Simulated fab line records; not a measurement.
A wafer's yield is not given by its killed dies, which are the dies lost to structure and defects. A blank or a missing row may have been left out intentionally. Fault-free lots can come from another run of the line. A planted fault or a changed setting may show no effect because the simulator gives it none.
Chamber matching || flow gf180mcu || GF_V1_CVD_02 on pecvd-04: 3 sister chambers
The step deposits SiO2 from TEOS, target thk 850 nm, time 94.851 s. 6 wafers are shown with their chamber, then 7 later ones without.

WAFERS WITH THEIR CHAMBER
{"wafer": "L267.4", "chamber": 2, "heater power w (W)": 826}
{"wafer": "L267.5", "chamber": 1, "heater power w (W)": 681}
{"wafer": "L270.2", "chamber": 1, "heater power w (W)": 629}
{"wafer": "L270.6", "chamber": 0, "heater power w (W)": 618}
{"wafer": "L276.4", "chamber": 2, "heater power w (W)": 842}
{"wafer": "L276.5", "chamber": 0, "heater power w (W)": 607}

WAFERS WITHOUT THEIR CHAMBER
{"wafer": "L276.6", "heater power w (W)": 544}
{"wafer": "L279.1", "heater power w (W)": 664}
{"wafer": "L279.2", "heater power w (W)": 850}
{"wafer": "L279.5", "heater power w (W)": 536}
{"wafer": "L284.1", "heater power w (W)": 836}
{"wafer": "L284.2", "heater power w (W)": 502}
{"wafer": "L284.5", "heater power w (W)": 892}

WHICH CHAMBER EACH ONE RAN IN
{"wafer": "L276.6", "from the rows above": "can't be placed: 0 or 1", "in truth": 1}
{"wafer": "L279.1", "from the rows above": "can't be placed: 1 or 0", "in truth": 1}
{"wafer": "L279.2", "from the rows above": 2, "in truth": 2}
{"wafer": "L279.5", "from the rows above": "can't be placed: 0 or 1", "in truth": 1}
{"wafer": "L284.1", "from the rows above": 2, "in truth": 2}
{"wafer": "L284.2", "from the rows above": "can't be placed: 0 or 1", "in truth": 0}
{"wafer": "L284.5", "from the rows above": 2, "in truth": 2}
Correctly placed: 3 of 7. From these rows, 4 cannot be placed; in 4 the true chamber is one of the candidates. Wrongly placed: 0.
How it was worked out, from the rows above alone: a wafer's distance from a chamber is the root of the sum, over the readings, of the square of ((its reading less the chamber's mean) divided by the reading's scatter). The wafer belongs to the nearest chamber; if the next one is less than 2 further off, it can't be placed. For every chamber, the mean is computed from those of its wafers that are shown. How the scatter is found: for the shown wafers, subtract from each reading the mean of its chamber, square and add these, divide the total by (wafers less chambers), then take the root.
